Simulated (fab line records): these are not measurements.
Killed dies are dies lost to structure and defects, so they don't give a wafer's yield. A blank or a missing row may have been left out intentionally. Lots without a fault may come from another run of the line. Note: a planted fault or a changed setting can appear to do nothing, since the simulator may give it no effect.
Problem report in the 8D (eight disciplines) form, filled by code / flow sky130 / the parts of the form that need people (team, actions taken, sign-off) are left out

## 1. PROBLEM STATEMENT
strip-time-to-endpoint-s at SKY_VIA4_STRIP_13 reads a mean of 10.82 s on 2 wafers of 1 lot; wafers without a fault read 12.80 s with a standard deviation of 0.031. That is -64 standard deviations from the usual mean.
The step: strips in O2/N2.
First seen on wafer L156.1, day 46 05:56, on plasma-asher-03. The record holds 33 wafers of 11 lots with a number at this step. The rule behind "out" and "out of limits": a value lying over 4 standard deviations away from the usual mean. The rest of the wafers with a number are treated as sound.

## 2. WHAT IT IS, WHAT IT ISN'T
question=which readings at this step | is=strip-time-to-endpoint-s, oes-product-au | is not=drypump-motor-current-A, n2-flow-sccm
question=which lots | is=L156 | is not=L147, L148, L151, L157, L160, L163, L164, L165, L167, L169
question=which wafers of those lots | is=L156.1, L156.6 | is not=L156.2
question=read on which tools | is=plasma-asher-03 | is not=plasma-asher-02, plasma-asher-04
question=when | is=from day 46 05:56 | is not=up to then (10 sound wafers); but 21 sound wafers of L157, L160, L163, L164, L165, L167, L169 came after

## 3. SUSPECTS, AND WHAT RULES EACH OUT
Counting: if a tool at a process step up to the reading ran every lot that is out, it stays a suspect. Sound lots after the first of them don't rule it out here, since some wafers of a struck lot are sound.
- litho-track-04 at SKY_VIA4_COAT_06 (resist thk 1140 nm): kept. It ran the lot that is out, L156 (day 45 17:44); its last sound lot up to then is L147 (day 43 14:01).
- plasma-asher-03 at SKY_VIA4_STRIP_13 (strips in O2/N2): kept. It ran the lot that is out, L156 (day 46 05:56). On those wafers its own readings are out: oes-product-au, strip-time-to-endpoint-s.
- The sound lot-mates ran in chamber 1 of plasma-asher-03 at SKY_VIA4_STRIP_13, but the wafers that are out ran in chamber 0.
The count leaves plasma-asher-03 at SKY_VIA4_STRIP_13 and litho-track-04 at SKY_VIA4_COAT_06.

## 4. THE CAUSE (what the simulator had put in)
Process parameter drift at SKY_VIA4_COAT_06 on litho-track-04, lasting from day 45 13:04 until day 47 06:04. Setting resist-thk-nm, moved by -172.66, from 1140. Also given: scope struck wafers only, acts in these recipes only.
2 suspects survive the count, and this tool is in that group.

## 5. THE CHAIN OF EFFECTS, in route order
Rows list readings where the struck wafers' mean (over those with a number) sits beyond 3 standard deviations from the usual. Scope: only readings with a usual standard deviation given in the record; hours: median across lots of the time from each lot's start at the first step in this table that gives one to its start at this step; sigmas: change in usual standard deviations.
hours=0; step=SKY_VIA4_STRIP_13; reading=oes-product-au; usual=0.710 a.u.; on struck wafers=0.676; change=-0.034; sigmas=-7.2
hours=0; step=SKY_VIA4_STRIP_13; reading=strip-time-to-endpoint-s; usual=12.80 s; on struck wafers=10.82; change=-1.98; sigmas=-64
Its process steps:
- SKY_VIA4_STRIP_13: strips in O2/N2.

## 6. HOW IT WOULD HAVE BEEN CAUGHT EARLIER
First out-of-limits reading in this record: day 46 05:56, which is 17 hours after fault onset at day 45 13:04.
Lots out: 1; all had begun SKY_VIA4_COAT_06 on litho-track-04 by day 46 05:56. Tool hold at that time: it would have spared none of them.
